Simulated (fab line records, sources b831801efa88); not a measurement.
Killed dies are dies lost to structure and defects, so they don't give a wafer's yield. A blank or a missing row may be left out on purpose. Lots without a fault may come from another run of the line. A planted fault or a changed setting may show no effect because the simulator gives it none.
fab line records | flow sky130
record lots=4 wafers=12 last_day=49
route steps=708 shown VIA1@472 METAL2@483 VIA2@507 PAD_OPEN@708
lots that met no fault: from a run of the same line without faults
start_h: hours from the record's first day to the start of the lot's first wafer shown | wait_h: hours since the lot's step before | " the same as in the row above | L1.1+2: a row that stands for several wafers | - no value, or no start given | * or withheld: withheld | < > ~ a bound
route shown NAME@n: a module of which the file shows steps, and the number in the route of the first | usual: mean/standard deviation of fault-free wafers | same: alike in all rows | chamber/n: place in a boat | sites: the reading at each site | _std_site: their standard deviation | _edge_site: outer sites' mean less inner sites' | radius_mm: how far each site lies from the wafer's centre | mask NAME#n: copy n | behind: the tool/chamber that last shaped the wafer | hold: why the lot was held/for how many hours/how that ended | device: the transistor (n, p or np) that didn't switch | end of line: the same wafers' tests at the end of the route | a step without rows: its recipe alone | killed: dies lost to structure and defects at the first sort, not the wafer's yield | map: a wafer's dies, x killed, . not, _ none there
set.NAME: the setting as run; set.NAME@STEP: as run at that earlier step | model.NAME: the simulator's own value behind a step, which no gauge read
lots at some steps of the route; a table a step, a row a wafer
services: from which hour (start_h, from the record's first day; less than 0 if before it) a tool's chamber was out of use, for how many hours, and why
## steps
# step SKY_VIA1_ETCH_14
# recipe chemistry=N2/H2 target=BARC ion_energy_ev=200 source_w=500 bias_w=100 pressure_mtorr=30 n2_flow_sccm=100 h2_flow_sccm=200 stop_on=SiO2 time_s=45.9 target_depth_a=600
# step SKY_VIA1_ETCH_15
# recipe target=SiO2 chemistry=C4F8/O2/Ar target_depth_nm=351 stop_on=TiN mask_material=KrF-thick source_w=1500 bias_w=1200 pressure_mtorr=40 c4f8_flow_sccm=withheld O2_flow_sccm=6 Ar_flow_sccm=300 time_s=54
# step SKY_VIA1_STRIP_16
# recipe chemistry=O2/N2 power_w=1400 pressure_mtorr=1500 platen_temp_c=withheld o2_flow_sccm=3000 n2_flow_sccm=300 overash_fraction=0.5
# step SKY_VIA1_STRIP_17
# recipe chemistry=post_etch_residue_remover time_s=1200 temp_c=72.5
# step SKY_VIA1_CLEAN_18
# recipe chemistry=IPA time_s=180 temp_c=25
# step SKY_VIA1_CLEAN_19
# recipe chemistry=O3/DIW dry=n2_spin
# step SKY_VIA1_SPUTTER_20
# recipe material=TiN target_thk_nm=20 chamber_pressure_pa=5 power_w=4000 time_s=80
# step SKY_VIA1_CVD_21
# recipe material=W target_thk_nm=270 time_s=80.902 temp_c=400 pressure_torr=40
# step SKY_VIA1_CMP_24
# recipe stop_on=SiO2 t_overpolish_s=15 down_force_psi=3.5 platen_rpm=60 target_thk_nm=0 pad_velocity_m_s=0.94248
# step SKY_METAL2_SPUTTER_00
# recipe material=Ti target_thk_nm=15 power_w=3000 time_s=10 chamber_pressure_pa=0.4
# usual throttle_valve_pct=30.0/0.75
# columns lot.wafer tool chamber start_h wait_h throttle_valve_pct
L520.1 pvd_sputter-02 - 830.19 0.2 30.6
L520.2 " - " " 29.7
L520.5 " - " " 30.7
L521.3 pvd_sputter-02 - 843.69 0.2 30.1
L521.5 " - " " 30.9
L521.6 " - " " 29.0
L529.2 pvd_sputter-03 - 908.64 0.2 31.2
L529.4 " - " " 30.5
L529.6 " - " " 28.8
L534.1 pvd_sputter-02 - 929.61 0.2 29.8
L534.5 " - " " 29.1
L534.6 " - " " 30.7
# step SKY_METAL2_SPUTTER_01
# recipe material=TiN target_thk_nm=20 power_w=6500 time_s=16.7 chamber_pressure_pa=0.4
# step SKY_METAL2_SPUTTER_02
# recipe material=AlCu target_thk_nm=250 power_w=10600 time_s=13.3 chamber_pressure_pa=0.4
# step SKY_METAL2_SPUTTER_03
# recipe material=Ti target_thk_nm=5 power_w=3000 time_s=3.3 chamber_pressure_pa=0.4
# step SKY_METAL2_SPUTTER_04
# recipe material=TiN target_thk_nm=70 power_w=6500 time_s=58.3 chamber_pressure_pa=0.4
# step SKY_METAL2_DEHYDRATE_07
# recipe temp_c=200 time_s=60
# step SKY_METAL2_HMDS_08
# recipe prime_time_s=60 prime_temp_c=120
# step SKY_METAL2_COAT_09
# recipe resist=BARC temp_c=withheld time_s=withheld spin_rpm=3000 resist_thk_nm=60
# step SKY_METAL2_COAT_10
# recipe resist=KrF-thick spin_rpm=3000 resist_thk_nm=450
# step SKY_METAL2_SOFTBAKE_11
# recipe temp_c=100 time_s=90 resist=KrF-thick
# step SKY_METAL2_EXPOSE_12
# recipe mask_id=MM2 na=0.8 source_shape=annular sigma_inner=0.55 sigma_outer=0.85 target_cd_nm=140 dose_mj=28
# step SKY_METAL2_PEB_13
# recipe peb_temp_c=withheld peb_time_s=withheld resist=KrF-thick
# step SKY_METAL2_DEVELOP_14
# recipe develop_time_s=60 resist=KrF-thick dev_temp_c=21
# step SKY_METAL2_DESCUM_17
# recipe chemistry=O2 source_power_w=150 bias_power_w=0 pressure_mtorr=10 temp_c=40 time_s=8
# step SKY_METAL2_ETCH_18
# recipe chemistry=N2/H2 target=BARC ion_energy_ev=200 bias_w=100 pressure_mtorr=30 n2_flow_sccm=100 h2_flow_sccm=200 icp_w=500 stop_on=SiO2 time_s=45.9 target_depth_a=600
# step SKY_METAL2_METAL_ETCH_19
# recipe target_depth_a=3600 stop_on=SiO2 over_etch_frac=0.3 time_s=78 chemistry=Cl2/BCl3 resist_sidewall_deg=88 pressure_mtorr=10 icp_w=900 bias_w=48.5 Cl2_flow_sccm=60 bcl3_flow_sccm=30
# step SKY_METAL2_STRIP_20
# recipe chemistry=O2/N2 power_w=1400 pressure_mtorr=1500 platen_temp_c=withheld o2_flow_sccm=3000 n2_flow_sccm=300 overash_fraction=0.5
# step SKY_METAL2_STRIP_21
# recipe chemistry=post_etch_residue_remover time_s=1200 temp_c=72.5
# step SKY_METAL2_CLEAN_22
# recipe chemistry=IPA time_s=180 temp_c=25
# step SKY_METAL2_CLEAN_23
# recipe chemistry=O3/DIW dry=n2_spin
# step SKY_VIA2_HDPCVD_00
# recipe material=SiO2 target_thk_nm=1180 sigma_open_frac=0.3 time_s=196.7 temp_c=400 sih4_flow_sccm=60 pressure_mtorr=6
# step SKY_VIA2_CMP_02
# recipe material=SiO2 down_force_psi=4 platen_rpm=60 pad_velocity_m_s=0.94248
# step SKY_VIA2_DEHYDRATE_04
# recipe temp_c=200 time_s=60
# step SKY_VIA2_HMDS_05
# recipe prime_time_s=60 prime_temp_c=120
# step SKY_PAD_OPEN_PROBE_99
# usual defect_limited_yield=82.5/1.9 killed_at_M0_to_M3=43/6.7 killed_at_M4_up=3.2/1.9 killed_at_contacts=24/5.9 killed_at_front_end=15/4.1 killed_at_other=0.3/0.56 killed_dies=86/9.5 killed_on_rim=17/3.7 killed_open=47/7.4 killed_short=39/5.5 sort_bin_3_pad_short=0.8/0.4 sort_bin_5_function=10.4/1.4 sort_bin_6_memory=6.2/1.2 sort_n_pass=406/9.5 sort_yield_pct=82.5/1.9
# same gross_dies=492 killed_at_back_side=0 sort_bin_4_leakage[%]=0 sort_bin_8_speed[%]=0
# columns lot.wafer tool chamber start_h wait_h defect_limited_yield[%] killed_at_M0_to_M3 killed_at_M4_up killed_at_contacts killed_at_front_end killed_at_other killed_dies killed_on_rim killed_open killed_short sort_bin_3_pad_short[%] sort_bin_5_function[%] sort_bin_6_memory[%] sort_n_pass sort_yield_pct[%] model.etest.tester.sort_n_pass model.etest.tester.sort_yield_pct model.etest.tester.sort_bin_5_pct model.etest.tester.sort_bin_3_pct
L520.1 prober-01 - 1103.03 0.1 81.3 37 4 29 22 0 92 12 59 33 1.2 10.0 7.5 400 81.3 400 81.3 9.959 1.22
L520.2 prober-01 - 1103.08 0.1 77.8 66 1 26 14 2 109 31 40 45 1.8 12.0 8.3 383 77.8 383 77.85 11.99 1.829
L520.5 prober-01 - 1103.23 0.2 82.9 47 5 22 10 0 84 16 46 38 0.6 9.8 6.7 408 82.9 408 82.93 9.756 0.6098
L521.3 prober-02 - 1117.67 0.2 76.2 75 1 25 14 2 117 28 53 39 3.3 13.8 6.7 375 76.2 375 76.22 13.82 3.252
L521.5 prober-02 - 1117.77 0.2 83.7 39 4 25 12 0 80 12 37 43 0.4 9.3 6.5 412 83.7 412 83.74 9.35 0.4065
L521.6 prober-02 - 1117.82 0.2 81.5 49 2 24 16 0 91 14 52 39 0.8 12.2 5.5 401 81.5 401 81.5 12.2 0.813
L529.2 prober-02 - 1160.94 0.1 85.4 40 2 17 13 0 72 12 38 34 1.0 7.3 6.3 420 85.4 420 85.37 7.317 1.016
L529.4 prober-02 - 1161.04 0.2 80.5 45 4 27 20 0 96 18 46 50 0.8 10.8 7.9 396 80.5 396 80.49 10.77 0.813
L529.6 prober-02 - 1161.14 0.2 77.0 67 4 28 14 0 113 19 59 54 0.6 12.8 9.6 379 77.0 379 77.03 12.8 0.6098
L534.1 prober-01 - 1176.54 0.1 83.5 44 5 17 15 0 81 15 45 36 0.6 10.4 5.5 411 83.5 411 83.54 10.37 0.6098
L534.5 prober-01 - 1176.74 0.2 80.3 46 3 32 16 0 97 12 56 41 1.6 11.2 6.9 395 80.3 395 80.28 11.18 1.626
L534.6 prober-01 - 1176.79 0.2 81.7 46 5 23 16 0 90 15 51 39 1.0 9.8 7.5 402 81.7 402 81.71 9.756 1.016
# killed by level:class
L520.1 CONTACT:geometric_particle:open=13 VIA1:geometric_particle:open=9 VIA3:geometric_particle:open=8 FIELD_ISO:geometric_particle:open=7 LI_CONTACT:geometric_particle:open=7 CONTACT:geometric_particle:short=7 METAL1:geometric_particle:short=7 POLY_GATE:geometric_particle:open=5
L520.2 METAL2:unspecified=24 VIA1:geometric_particle:open=13 CONTACT:geometric_particle:short=9 CONTACT:geometric_particle:open=7 LI_CONTACT:geometric_particle:open=6 METAL1:geometric_particle:short=5 METAL2:geometric_particle:short=5 VIA3:geometric_particle:open=5
L520.5 VIA1:geometric_particle:open=10 CONTACT:geometric_particle:open=9 VIA3:geometric_particle:open=8 LI_CONTACT:geometric_particle:open=7 VIA3:geometric_particle:short=7 METAL4:geometric_particle:short=5 VIA1:geometric_particle:short=4 METAL2:geometric_particle:short=4
L521.3 METAL2:unspecified=25 VIA1:geometric_particle:open=14 CONTACT:geometric_particle:open=11 VIA2:geometric_particle:open=7 LI_CONTACT:geometric_particle:open=6 METAL1:geometric_particle:short=6 METAL2:geometric_particle:short=5 CONTACT:geometric_particle:short=4
L521.5 CONTACT:geometric_particle:short=8 METAL2:geometric_particle:short=8 VIA2:geometric_particle:open=7 VIA1:geometric_particle:open=7 LI_CONTACT:geometric_particle:open=6 LOCAL_INTERCONNECT:geometric_particle:short=5 CONTACT:geometric_particle:open=5 VIA3:geometric_particle:open=5
L521.6 CONTACT:geometric_particle:open=11 VIA1:geometric_particle:open=10 VIA3:geometric_particle:open=9 METAL1:geometric_particle:short=8 FIELD_ISO:geometric_particle:short=5 LOCAL_INTERCONNECT:geometric_particle:short=5 VIA1:geometric_particle:short=5 VIA2:geometric_particle:open=5
L529.2 METAL1:geometric_particle:short=9 VIA1:geometric_particle:open=8 VIA2:geometric_particle:open=7 LI_CONTACT:geometric_particle:open=6 METAL2:geometric_particle:short=6 CONTACT:geometric_particle:open=5 VIA1:geometric_particle:short=4 FIELD_ISO:geometric_particle:open=3
L529.4 CONTACT:geometric_particle:open=12 METAL1:geometric_particle:short=8 VIA1:geometric_particle:open=8 FIELD_ISO:geometric_particle:open=7 LOCAL_INTERCONNECT:geometric_particle:short=7 FIELD_ISO:geometric_particle:short=6 VIA3:geometric_particle:open=6 VIA1:geometric_particle:short=4
L529.6 VIA1:geometric_particle:open=21 CONTACT:geometric_particle:open=12 METAL2:geometric_particle:short=7 METAL3:geometric_particle:short=7 VIA2:geometric_particle:open=7 POLY_GATE:geometric_particle:open=6 METAL1:geometric_particle:short=6 VIA1:geometric_particle:short=6
L534.1 VIA1:geometric_particle:open=8 VIA2:geometric_particle:open=8 LI_CONTACT:geometric_particle:open=5 LOCAL_INTERCONNECT:geometric_particle:short=5 VIA1:geometric_particle:short=5 FIELD_ISO:geometric_particle:open=4 CONTACT:geometric_particle:open=4 METAL2:geometric_particle:short=4
L534.5 VIA2:geometric_particle:open=12 CONTACT:geometric_particle:open=10 VIA1:geometric_particle:open=9 LI_CONTACT:geometric_particle:open=8 LOCAL_INTERCONNECT:geometric_particle:short=8 METAL2:geometric_particle:short=5 VIA3:geometric_particle:open=5 FIELD_ISO:geometric_particle:short=4
L534.6 VIA1:geometric_particle:open=12 LI_CONTACT:geometric_particle:open=9 VIA2:geometric_particle:short=7 CONTACT:geometric_particle:open=6 FIELD_ISO:geometric_particle:open=5 VIA3:geometric_particle:open=5 FIELD_ISO:geometric_particle:short=4 VIA1:geometric_particle:short=4
# map L520.2 (x killed, . not)
__________.....x...._________
________..xx.x........_______
______....x......x.....x_____
_____.xx.................____
____..xx...........x.x...x___
___....................x...__
__.........x.........xx....._
_...x...xx...................
_.x..............x.x..x....xx
_....x...xx..x......x...x....
_......x.....x..xx..x.......x
_............xx..............
_........x..x................
_xxxxx..........x....x...x...
_xxxxxx..x..x.x...x....x..xx.
__xxxxxx.........xx..x....xx_
___xxxxxx.x.x...x.x.....x.x__
____xx.xx.....xx......x.xx___
_____xx..........x..x....____
______.......x.......x.._____
________x......x...x.._______
__________x..x..x.x._________
# map L521.3 (x killed, . not)
__________......x..._________
________.xx..........._______
______.x................_____
_____.x..xx.x...x.......x____
____x........xx...........___
___..........x..........x..__
__x....x.xx..........x..x..._
_..........x.....x.x....x....
_......x.....x....x....x.x...
_.......xx.....x.x.xxxxx.....
_.x.......xxx..x.xx..x....x.x
_.......xx..............xxx..
_....xx.x.......x.x.x........
_xxxx...xx.......x.......x...
_xxxxxx........x...x.x......x
__xxxxxx......x..x...x...x.x_
___xxxxx..x..x..x...x.....x__
____xxx......x...........x___
_____xxx.x..........x....____
______...x.........xx..._____
________..........x..._______
__________.....xxxx._________
## services
# columns tool chamber start_h hours kind
pvd_sputter-03 3 832.63 - consumable_replace:kit
pvd_sputter-03 3 832.63 18.0 scheduled_down
pvd_sputter-03 3 832.63 18.0 vent_cycle
pvd_sputter-02 0 876.91 - consumable_replace:kit
pvd_sputter-02 0 876.91 18.0 scheduled_down
pvd_sputter-02 0 876.91 18.0 vent_cycle
pvd_sputter-02 - 908.03 4.5 repair
## key
first_sign step=SKY_PAD_OPEN_PROBE_99 reading=sort_bin_3_pad_short direction=up sigmas=4.2 usual=0.8 struck=2.5
effect step=SKY_PAD_OPEN_PROBE_99 reading=killed_at_M0_to_M3 direction=up sigmas=4 usual=43 struck=70
model_effect step=SKY_PAD_OPEN_PROBE_99 value=etest.tester.sort_n_pass without=400.5 struck=379
met_at SKY_METAL2_SPUTTER_00
struck_wafers L520.2,L521.3
fault kind=chamber_particle_source tool=pvd_sputter-02 chamber=- onset_h=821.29 steps=SKY_METAL2_SPUTTER_00 rate_per_visit_cm2=0.58427 end_h=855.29 scope=struck_wafers_only
